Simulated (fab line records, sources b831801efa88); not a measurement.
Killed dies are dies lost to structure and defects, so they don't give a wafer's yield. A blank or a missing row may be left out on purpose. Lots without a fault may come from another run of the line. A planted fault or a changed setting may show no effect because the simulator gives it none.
Which tool did it? | flow sky130 | 11 lots, 33 wafers sampled, at 3 steps of a route of 708

WHAT THE GAUGES READ, wafer by wafer
SKY_SD_N_CD_MEAS_07: target cd 380 nm. Usual: cd_nm 379.6 nm, standard deviation 2.8.
lot  | measured     | on        | cd_nm (nm)        | flag
L535 | day 28 06:57 | cd_sem-02 | 380.5 381.4 380.1 |
L536 | day 28 17:10 | cd_sem-01 | 382.3 381.2 381.8 |
L537 | day 29 05:58 | cd_sem-02 | 377.3 376.2 376.4 |
L538 | day 29 17:12 | cd_sem-02 | 374.1 375.5 377.0 |
L539 | day 29 17:45 | cd_sem-01 | 379.5 383.1 381.9 |
L540 | day 30 06:43 | cd_sem-02 | 382.2 382.5 381.2 |
L541 | day 30 17:29 | cd_sem-02 | 378.9 380.8 378.6 |
L545 | day 32 00:22 | cd_sem-02 | - - -             | OFF
L548 | day 32 19:26 | cd_sem-01 | 375.4 377.7 376.5 |
L555 | day 35 04:04 | cd_sem-02 | 379.5 381.5 380.7 |
L556 | day 35 09:14 | cd_sem-01 | 377.5 379.5 378.2 |

SKY_SD_N_TW_MEAS_12. Usual: SD_N_TW 3986, standard deviation 50.
lot  | measured     | on            | SD_N_TW        | flag
L535 | day 28 07:30 | film_metro-01 | 4036 4047 4017 |
L536 | day 28 17:42 | film_metro-01 | 4068 4052 4034 |
L537 | day 29 06:31 | film_metro-01 | 4016 3998 4014 |
L538 | day 29 17:44 | film_metro-03 | 3942 3916 3940 |
L539 | day 29 18:19 | film_metro-03 | 3922 3900 3910 |
L540 | day 30 07:16 | film_metro-04 | 3956 3944 3938 |
L541 | day 30 18:02 | film_metro-01 | 4044 4038 4060 |
L545 | day 32 00:55 | film_metro-01 | 30 30 30       | OFF
L548 | day 32 19:59 | film_metro-01 | 4004 4016 3994 |
L555 | day 35 04:37 | film_metro-04 | 3947 3963 3940 |
L556 | day 35 09:47 | film_metro-03 | 3890 3887 3900 |

WHICH TOOL RAN EACH LOT (tool, then ch and the chambers of the sampled wafers, then the start)
lot  | SKY_SD_N_EXPOSE_04
L535 | iline_stepper-02 ch 0, day 27 17:44
L536 | iline_stepper-02 ch 0, day 28 02:43
L537 | iline_stepper-02 ch 0, day 28 16:49
L538 | iline_stepper-01 ch 0, day 29 03:18
L539 | iline_stepper-02 ch 0, day 29 03:32
L540 | iline_stepper-01 ch 0, day 29 17:05
L541 | iline_stepper-01 ch 0, day 30 04:06
L545 | iline_stepper-01 ch 0, day 31 11:12
L548 | iline_stepper-01 ch 0, day 32 06:32
L555 | iline_stepper-01 ch 0, day 34 14:59
L556 | iline_stepper-02 ch 0, day 34 20:21
- SKY_SD_N_EXPOSE_04: exposes mask NSDM, target cd 380 nm.

WHAT THE TOOLS THEMSELVES READ (means of the sampled wafers that have a number; where no wafer has one, the mark that the record gives instead)
The record holds no such reading with a usual standard deviation.

THE ANSWER, worked out from the rows above alone
Rule: a lot is off if the mean of its wafers that have a number lies more than 3 standard deviations from the usual mean. A lot without any number at a reading at which 4 lots or more have one is off too. The other lots that the step has rows for count as sound. The gauges are gone through in route order, then the tools' own readings, and for those a lot's mean is taken as printed above. The first step at which some lot is off is used, and at that step the reading that is off furthest; a lot without a number counts as furthest.
Off: L545, at SKY_SD_N_CD_MEAS_07 (cd_nm). Without a number there: L545.
A tool fits if, at a process step before that reading, it ran every lot that is off, and no sound lot after the first of them. The gauges at SKY_SD_N_CD_MEAS_07 aren't tried: what is off there is off at SKY_SD_N_TW_MEAS_12 too, on other tools, and a gauge's error can't cause that. None of those tried fits.

WHAT THE SIMULATOR HAD PUT IN
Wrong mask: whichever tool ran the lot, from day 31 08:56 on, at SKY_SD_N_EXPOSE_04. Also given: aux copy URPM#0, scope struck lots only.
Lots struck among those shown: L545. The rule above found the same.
